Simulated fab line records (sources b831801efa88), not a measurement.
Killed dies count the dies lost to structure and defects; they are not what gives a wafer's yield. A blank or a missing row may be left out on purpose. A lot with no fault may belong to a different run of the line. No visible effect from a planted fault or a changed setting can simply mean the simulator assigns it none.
The same fault as seen by 2 desks :: flow gf180mcu :: what lay behind the numbers comes last; until then each desk has only its own

== AT THE TOOL OWNER'S DESK: pecvd-04 ==
The tool's own readings at GF_V3_CVD_02 (deposits SiO2 from TEOS, target thk 850 nm, time 94.851 s): means of the sampled wafers that have a number, for each lot that ran on this tool. A lot is out of limits, marked OUT, if its mean lies more than 4 standard deviations from the usual mean; the brackets give that distance.
Columns: A = heater_power_outer_w at GF_V3_CVD_02, usual 348 W; B = heater_power_w at GF_V3_CVD_02, usual 625 W
lot: L331
first seen here: day 26 19:50
A: 362
B: 676

lot: L334
first seen here: day 27 19:16
A: 349
B: 681

lot: L337
first seen here: day 28 12:53
A: 353
B: 651
Finding of this desk: none of the 3 lots has anything out of limits.

== THE METROLOGY DESK ==
Lot by lot, what the gauges showed, no matter which tool ran the lot: averages of those sampled wafers that carry a number. A lot is out of limits, marked OUT, if its mean lies more than 4 standard deviations from the usual mean; the brackets give that distance.
Columns: A = cd_nm at GF_M2_CD_MEAS_14, usual 280.0 nm; B = M2_OVL at GF_M2_OVL_MEAS_15, usual -1 nm; C = V3_BOW at GF_V3_BOW_MEAS_05, usual 119 um
lot: L318
first seen here: day 20 04:49
A: 280.7
B: -9
C: 122

lot: L322
first seen here: day 22 01:29
A: 280.6
B: -1
C: 96

lot: L323
first seen here: day 22 03:34
A: 278.4
B: -7
C: 95

lot: L330
first seen here: day 24 14:53
A: 280.2
B: 5
C: 114

lot: L331
first seen here: day 24 21:21
A: 279.3
B: -2
C: 120

lot: L332
first seen here: day 25 07:34
A: 279.5
B: -1
C: 121

lot: L333
first seen here: day 25 15:41
A: 277.8
B: -5
C: 110

lot: L334
first seen here: day 25 21:53
A: 280.5
B: 10
C: 125

lot: L335
first seen here: day 26 01:08
A: 280.4
B: -4
C: 119

lot: L336
first seen here: day 26 09:00
A: 280.9
B: -2
C: 102

lot: L337
first seen here: day 26 18:17
A: 280.7
B: -3
C: 123

lot: L338
first seen here: day 27 08:26
A: 279.6
B: -2
C: 126
Finding of this desk: none of the 12 lots has anything out of limits.

== BROUGHT TOGETHER ==
The tool owner's desk saw nothing out of limits.
Metrology desk: nothing out of limits seen.

== WHAT HAD BEEN PUT IN BY THE SIMULATOR ==
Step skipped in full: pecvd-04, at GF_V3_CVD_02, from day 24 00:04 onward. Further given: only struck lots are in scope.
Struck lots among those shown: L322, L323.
